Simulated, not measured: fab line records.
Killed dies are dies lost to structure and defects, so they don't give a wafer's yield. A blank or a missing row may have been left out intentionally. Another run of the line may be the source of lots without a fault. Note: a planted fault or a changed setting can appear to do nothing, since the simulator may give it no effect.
Check for tools in common    flow sky130    54 wafers sampled across 15 lots

## WHY THIS WAS OPENED
SKY_LDD_LDN_TW_MEAS_13, reading LDD_LDN_TW: flagged on 3 of 15 lots. Wafers without a fault read 1483, standard deviation 11.
Rule: a lot is flagged in two cases, either no wafer of it has a number, or all its wafers with numbers fall more than 4 standard deviations from that mean. All remaining lots are regarded as sound.

lot   measured      on             LDD_LDN_TW, wafer by wafer     flag
L838  day 22 17:29  film-metro-01  1496 1497 1493                 
L839  day 22 21:44  film-metro-03  1475 1480 1479                 
L840  day 23 09:59  film-metro-01  1485 1481 1483                 
L841  day 23 18:53  film-metro-02  1478 1469 1477                 
L843  day 24 15:55  film-metro-01  1486 1481 1490                 
L845  day 25 01:47  film-metro-01  1481 1483 1483                 
L844  day 25 02:52  film-metro-03  1498 1496 1501                 
L846  day 25 19:52  film-metro-02  1454 1471 1468                 
L851  day 27 20:36  film-metro-01  1362 1360 1363 1365 1368 1365  FLAGGED
L852  day 28 02:22  film-metro-03  1370 1374 1372 1374 1384 1370  FLAGGED
L853  day 28 07:40  film-metro-02  1354 1351 1356 1361 1350 1355  FLAGGED
L855  day 29 05:35  film-metro-02  1467 1459 1458                 
L858  day 29 17:01  film-metro-01  1486 1491 1487                 
L859  day 29 23:27  film-metro-03  1489 1502 1500                 
L860  day 30 02:22  film-metro-02  1480 1487 1472                 
The mean of the flagged lots' numbers is 1364, -119 from the usual (-11 standard deviations).

## WHICH TOOL EACH LOT WENT THROUGH
The record holds 1 process step before the reading, out of a route of 708 steps. Every cell lists first the tool, next ch and the chambers used by the sampled wafers, and last the start.
lot   flag     SKY_LDD_LDN_IMPLANT_11
L838           implanter-02 ch 0, day 22 17:14
L839           implanter-01 ch 0, day 22 21:31
L840           implanter-02 ch 0, day 23 09:46
L841           implanter-02 ch 0, day 23 18:38
L843           implanter-03 ch 0, day 24 15:42
L845           implanter-02 ch 0, day 25 01:32
L844           implanter-02 ch 0, day 25 02:37
L846           implanter-03 ch 0, day 25 19:37
L851  FLAGGED  implanter-02, day 27 20:21
L852  FLAGGED  implanter-03, day 28 02:07
L853  FLAGGED  implanter-02, day 28 07:25
L855           implanter-01 ch 0, day 29 05:21
L858           implanter-03 ch 0, day 29 16:46
L859           implanter-03 ch 0, day 29 23:12
L860           implanter-03 ch 0, day 30 02:08
What these steps do:
- SKY_LDD_LDN_IMPLANT_11
- SKY_LDD_LDN_TW_MEAS_13

## FLAGGED AGAINST TOTAL, ONE TOOL AT A TIME (gauges that did the reading follow at the end)
step                    tool           lots run  flagged  share of the flagged lots  sound lots run after its first flagged lot
SKY_LDD_LDN_IMPLANT_11  implanter-01   2         0        none                       -
SKY_LDD_LDN_IMPLANT_11  implanter-02   7         2        some                       0
SKY_LDD_LDN_IMPLANT_11  implanter-03   6         1        some                       3 (L858,L859,L860)
SKY_LDD_LDN_TW_MEAS_13  film-metro-01  6         1        some                       1 (L858)
SKY_LDD_LDN_TW_MEAS_13  film-metro-02  5         1        some                       2 (L855,L860)
SKY_LDD_LDN_TW_MEAS_13  film-metro-03  4         1        some                       1 (L859)

## WHAT THE TABLE PERMITS
No row of the table ran every flagged lot.

## WHAT THE SIMULATOR HAD PUT IN
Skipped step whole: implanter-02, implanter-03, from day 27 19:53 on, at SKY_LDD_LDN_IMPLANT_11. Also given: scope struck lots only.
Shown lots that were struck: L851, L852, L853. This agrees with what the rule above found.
